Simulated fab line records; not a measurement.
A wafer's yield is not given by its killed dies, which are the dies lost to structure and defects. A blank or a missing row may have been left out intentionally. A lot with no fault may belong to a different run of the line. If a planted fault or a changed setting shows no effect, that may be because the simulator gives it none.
Code-filled problem report in 8D (eight disciplines) form | flow sky130 | the parts of the form that need people (team, actions taken, sign-off) are left out

## 1. PROBLEM STATEMENT
On 3 wafers of 1 lot, killed at front end at SKY_PAD_OPEN_PROBE_99 has a mean of 54; fault-free wafers read 15, standard deviation 4.3. That is +9.1 standard deviations from the usual mean.
First seen on wafer L261.1, day 48 16:59, on prober-01. At this step, 39 wafers from 13 lots have a number in the record. By rule, "out" or "out of limits" means more than 4 standard deviations away from the usual mean. The rest of the wafers with a number are treated as sound.

## 2. WHAT THIS IS AND IS NOT
question                    | is                     | is not
which readings at this step | killed at front end    | killed_at_M0_to_M3, killed_at_M4_up, killed at contacts, killed open, killed short
which lots                  | L261                   | L248, L249, L250, L251, L252, L253, L255, L264, L265, L266, L269, L270
which wafers of those lots  | all that have a number | -
read on which tools         | prober-01              | prober-02
when                        | from day 48 16:59      | up to then (21 sound wafers); but 15 sound wafers of L264, L265, L266, L269, L270 came after

## 3. SUSPECTS, AND WHAT RULES EACH OUT
Counting: a tool at a process step up to the reading stays a suspect if it ran every lot that is out and no sound lot after the first of them.
- wet bench-01 at SKY_NWELL_CLEAN_27 (cleans in SC1/SC2, time 150 s): kept. It ran the lot that is out, L261 (day 8 12:58), and no sound lot after that; its last sound lot up to then is L252 (day 6 05:22).
- pvd sputter-01 at SKY_METAL5_SPUTTER_01 (material TiN, target thk 20 nm, time 16.7 s): ruled out as a lasting fault. The sound lots L266 went through it after L261, its earliest lot that is out (day 46 03:56).
- prober-01 at SKY_PAD_OPEN_PROBE_99: ruled out as a lasting fault. The sound lots L265, L264, L270 went through it after L261, its earliest lot that is out (day 48 16:59).
Remaining after the count: wet bench-01 at SKY_NWELL_CLEAN_27.

## 4. THE CAUSE (what the simulator had put in)
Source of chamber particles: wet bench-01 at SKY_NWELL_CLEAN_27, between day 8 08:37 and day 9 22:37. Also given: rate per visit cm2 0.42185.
The count eliminated every tool but this one.

## 5. SEQUENCE OF EFFECTS, ordered by route
One row per reading whose mean, taken over the struck wafers that have a number, lies over 3 standard deviations from the usual. Scope: only readings with a usual standard deviation given in the record; hours: median across lots of the time from each lot's start at the first step in this table that gives one to its start at this step; sigmas: change in usual standard deviations.
hours | step                  | reading             | usual | on struck wafers | change | sigmas
0     | SKY_PAD_OPEN_PROBE_99 | killed at front end | 15    | 54               | +39    | +9.1
0     | SKY_PAD_OPEN_PROBE_99 | killed dies         | 85    | 129              | +44    | +4.6
The process steps in it:
- SKY_PAD_OPEN_PROBE_99

## 6. WHAT WOULD HAVE CAUGHT IT SOONER
In this record the first reading out of limits was taken at day 48 16:59, 968 hours after the fault began at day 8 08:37.
Tool readings at SKY_NWELL_CLEAN_27 with a usual standard deviation given in the record: none out on any struck wafer, hence no alarm at a limit of 4 standard deviations on them.
Lots out: 1; all had begun SKY_NWELL_CLEAN_27 on wet bench-01 by day 48 16:59. A hold on the tool at that time would have spared none of them.
